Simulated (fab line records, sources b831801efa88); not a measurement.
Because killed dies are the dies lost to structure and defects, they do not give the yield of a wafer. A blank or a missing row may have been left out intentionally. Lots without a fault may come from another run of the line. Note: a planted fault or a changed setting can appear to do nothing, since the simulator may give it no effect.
Which tool was responsible?	flow sky130	33 wafers from 11 lots sampled at 5 of the route's 708 steps

== WHAT THE GAUGES SHOWED, per wafer ==
Not one reading of a measure or inspect step in the record can be checked against a usual standard deviation.

== TOOL THAT RAN EACH LOT (tool first, then ch and the chambers of the sampled wafers, then the start) ==
lot	SKY_METAL4_SPUTTER_01	SKY_METAL5_STRIP_16	SKY_PASSIVATION_ETCH_11	SKY_PASSIVATION_STRIP_12	SKY_PAD_OPEN_PROBE_99
L172	pvd-sputter-03, day 40 09:13	plasma-asher-01 ch 0,1, day 44 10:58	rie-diel-04 ch 0,2,3, day 45 09:05	plasma-asher-04 ch 0,1, day 45 09:13	-
L174	pvd-sputter-03, day 41 01:53	plasma-asher-02 ch 0,1, day 44 23:21	rie-diel-01 ch 0,2,3, day 45 21:05	plasma-asher-03 ch 0,1, day 45 21:11	-
L175	pvd-sputter-02, day 41 15:38	plasma-asher-01 ch 0,1, day 45 13:57	rie-diel-01 ch 0,1,2, day 46 12:00	plasma-asher-03 ch 0,1, day 46 12:07	prober-01, day 47 10:28
L176	pvd-sputter-02, day 41 16:02	plasma-asher-04 ch 0,1, day 45 15:01	rie-diel-04 ch 0,1,2, day 46 12:39	plasma-asher-03 ch 0,1, day 46 12:47	-
L177	pvd-sputter-03, day 41 19:02	plasma-asher-02 ch 0,1, day 45 18:19	rie-diel-01 ch 0,2,3, day 46 15:50	plasma-asher-03 ch 0,1, day 46 15:56	prober-01, day 47 14:53
L178	pvd-sputter-03, day 41 21:44	plasma-asher-04 ch 0, day 45 20:31	rie-diel-04 ch 0,2, day 46 18:08	plasma-asher-01 ch 0, day 46 18:14	prober-01, day 47 17:04
L179	pvd-sputter-04, day 42 08:26	plasma-asher-01 ch 0,1, day 46 04:59	rie-diel-01 ch 2,3, day 47 01:44	plasma-asher-03 ch 0,1, day 47 01:50	-
L183	pvd-sputter-03, day 43 10:20	plasma-asher-02 ch 0,1, day 47 03:52	rie-diel-01 ch 0,1,2, day 48 00:35	plasma-asher-04 ch 0,1, day 48 00:41	prober-02, day 48 20:51
L184	pvd-sputter-03, day 43 14:24	plasma-asher-02 ch 0,1, day 47 08:05	rie-diel-01 ch 0,2,3, day 48 03:26	plasma-asher-03 ch 1, day 48 03:32	prober-01, day 49 00:22
L188	pvd-sputter-02, day 45 07:43	plasma-asher-04 ch 0,1, day 48 20:36	rie-diel-04 ch 0,2, day 49 14:26	plasma-asher-03 ch 1, day 49 14:32	-
L192	pvd-sputter-02, day 45 17:13	plasma-asher-02 ch 0,1, day 49 04:07	rie-diel-04 ch 1,2,3, day 49 21:56	plasma-asher-03 ch 0,1, day 49 22:02	-
- SKY_METAL4_SPUTTER_01: material TiN, target thk 20 nm, time 16.7 s.
- SKY_METAL5_STRIP_16: strips in O2/N2.
- SKY_PASSIVATION_ETCH_11: etches the open film in CF4/O2, stops on AlCu, target depth 725 nm, time 161.1 s.
- SKY_PASSIVATION_STRIP_12: strips in O2/N2.
- SKY_PAD_OPEN_PROBE_99

== AS READ BY THE TOOLS THEMSELVES (means over the sampled wafers that have a number; for cases with no such wafer, the mark the record gives instead) ==
SKY_METAL4_SPUTTER_01. Usual: throttle-valve-pct at 29.8 %, with a standard deviation of 1.1.
lot	tool	throttle-valve-pct (%)	flag
L172	pvd-sputter-03	30.1	
L174	pvd-sputter-03	29.9	
L175	pvd-sputter-02	29.6	
L176	pvd-sputter-02	29.2	
L177	pvd-sputter-03	30.3	
L178	pvd-sputter-03	31.2	
L179	pvd-sputter-04	30.3	
L183	pvd-sputter-03	31.0	
L184	pvd-sputter-03	30.9	
L188	pvd-sputter-02	30.1	
L192	pvd-sputter-02	29.1	

SKY_METAL5_STRIP_16. Usual: drypump-motor-current-A 5.8 A, standard deviation 0.57; oes-product-au 0.710 a.u., standard deviation 0.0042; strip-time-to-endpoint-s 12.98 s, standard deviation 0.12.
lot	tool	drypump-motor-current-A (A)	oes-product-au (a.u.)	strip-time-to-endpoint-s (s)	flag
L172	plasma-asher-01	6.3	0.711	12.91	
L174	plasma-asher-02	5.1	0.712	13.09	
L175	plasma-asher-01	6.4	0.710	12.94	
L176	plasma-asher-04	5.8	0.711	12.86	
L177	plasma-asher-02	5.1	0.707	13.00	
L178	plasma-asher-04	5.9	0.706	12.98	
L179	plasma-asher-01	6.3	0.714	13.18	
L183	plasma-asher-02	5.1	0.706	12.80	
L184	plasma-asher-02	5.3	0.709	12.93	
L188	plasma-asher-04	5.9	0.709	12.86	
L192	plasma-asher-02	5.3	0.710	12.97	

SKY_PASSIVATION_ETCH_11. Usual: drypump-motor-current-A 5.9 A, standard deviation 0.3; oes-product-au 0.977 a.u., standard deviation 0.0081; throttle-valve-pct 5.964 %, standard deviation 0.0084.
lot	tool	drypump-motor-current-A (A)	oes-product-au (a.u.)	throttle-valve-pct (%)	flag
L172	rie-diel-04	5.6	0.978	5.969	
L174	rie-diel-01	5.8	0.977	5.956	
L175	rie-diel-01	5.8	0.976	5.970	
L176	rie-diel-04	5.8	0.980	5.970	
L177	rie-diel-01	5.8	0.980	5.963	
L178	rie-diel-04	5.8	0.977	5.968	
L179	rie-diel-01	6.0	0.975	5.966	
L183	rie-diel-01	5.8	0.974	5.960	
L184	rie-diel-01	5.8	0.968	5.971	
L188	rie-diel-04	5.8	0.981	5.967	
L192	rie-diel-04	5.7	0.979	5.966	

SKY_PASSIVATION_STRIP_12. Usual: drypump-motor-current-A 6.09 A, standard deviation 0.28; oes-product-au 0.660 a.u., standard deviation 0.0048; strip-time-to-endpoint-s 31.51 s, standard deviation 0.16.
lot	tool	drypump-motor-current-A (A)	oes-product-au (a.u.)	strip-time-to-endpoint-s (s)	flag
L172	plasma-asher-04	5.81	0.660	31.60	
L174	plasma-asher-03	5.99	0.658	31.37	
L175	plasma-asher-03	6.07	0.663	31.64	
L176	plasma-asher-03	6.09	0.661	31.54	
L177	plasma-asher-03	6.07	0.662	31.63	
L178	plasma-asher-01	6.44	0.659	31.46	
L179	plasma-asher-03	5.99	0.659	31.33	
L183	plasma-asher-04	5.82	0.652	31.75	
L184	plasma-asher-03	6.15	0.658	31.57	
L188	plasma-asher-03	6.15	0.660	31.42	
L192	plasma-asher-03	5.98	0.663	31.25	

SKY_PAD_OPEN_PROBE_99. Usual: defect-limited-yield 82.3 %, standard deviation 2; killed_at_M0_to_M3 44, standard deviation 7.8; killed_at_M4_up 2.9, standard deviation 1.7; killed-at-contacts 24, standard deviation 5.4; killed-at-front-end 15, standard deviation 4.5; killed-at-other 0.3, standard deviation 0.55; killed-dies 87, standard deviation 10; killed-open 48, standard deviation 7.4; killed-short 39, standard deviation 5.9; sort_bin_3_pad_short 0.9 %, standard deviation 0.42; sort_bin_5_function 10.4 %, standard deviation 1.5; sort_bin_6_memory 6.4 %, standard deviation 1.2; sort-n-pass 405, standard deviation 10; sort-yield-pct 82.3 %, standard deviation 2.
lot	tool	defect-limited-yield (%)	killed_at_M0_to_M3	killed_at_M4_up	killed-at-contacts	killed-at-front-end	killed-at-other	killed-dies	killed-open	killed-short	sort_bin_3_pad_short (%)	sort_bin_5_function (%)	sort_bin_6_memory (%)	sort-n-pass	sort-yield-pct (%)	flag
L175	prober-01	84.1	32	3.3	29	14	0.0	78	42	36	0.5	10.0	5.4	414	84.1	
L177	prober-01	82.5	45	3.0	24	14	0.3	86	47	39	1.3	9.6	6.6	406	82.5	
L178	prober-01	79.7	57	3.7	24	14	0.7	100	57	43	1.0	12.9	6.4	392	79.7	
L183	prober-02	76.3	39	30.3	29	18	0.0	116	46	43	2.0	14.7	6.9	376	76.3	OFF
L184	prober-01	79.8	38	27.0	22	12	0.3	99	38	36	1.6	12.2	6.3	393	79.8	OFF

== THE ANSWER, worked out from the rows above alone ==
Rule: lot off if the mean of its wafers having a number is beyond 3 standard deviations from the usual mean. A lot without any number at a reading at which 4 lots or more have one is off too. The other lots that the step has rows for count as sound. After the gauges, taken in route order, come the tools' own readings; for these a lot's mean is taken, as printed above. The first step at which some lot is off is used, and at that step the reading that is off furthest; a lot without a number counts as furthest.
Off: L183, L184 (SKY_PAD_OPEN_PROBE_99, killed_at_M4_up). Neither off nor sound, because the step has no rows for them: L172, L174, L176, L179, L188, L192.
A tool fits if, at that step or a process step before it, it ran every lot that is off, and no sound lot after the first of them. Can't be told from this: 3 tools fit, pvd-sputter-03 at SKY_METAL4_SPUTTER_01, plasma-asher-02 at SKY_METAL5_STRIP_16, rie-diel-01 at SKY_PASSIVATION_ETCH_11.

== WHAT THE SIMULATOR HAD PUT IN ==
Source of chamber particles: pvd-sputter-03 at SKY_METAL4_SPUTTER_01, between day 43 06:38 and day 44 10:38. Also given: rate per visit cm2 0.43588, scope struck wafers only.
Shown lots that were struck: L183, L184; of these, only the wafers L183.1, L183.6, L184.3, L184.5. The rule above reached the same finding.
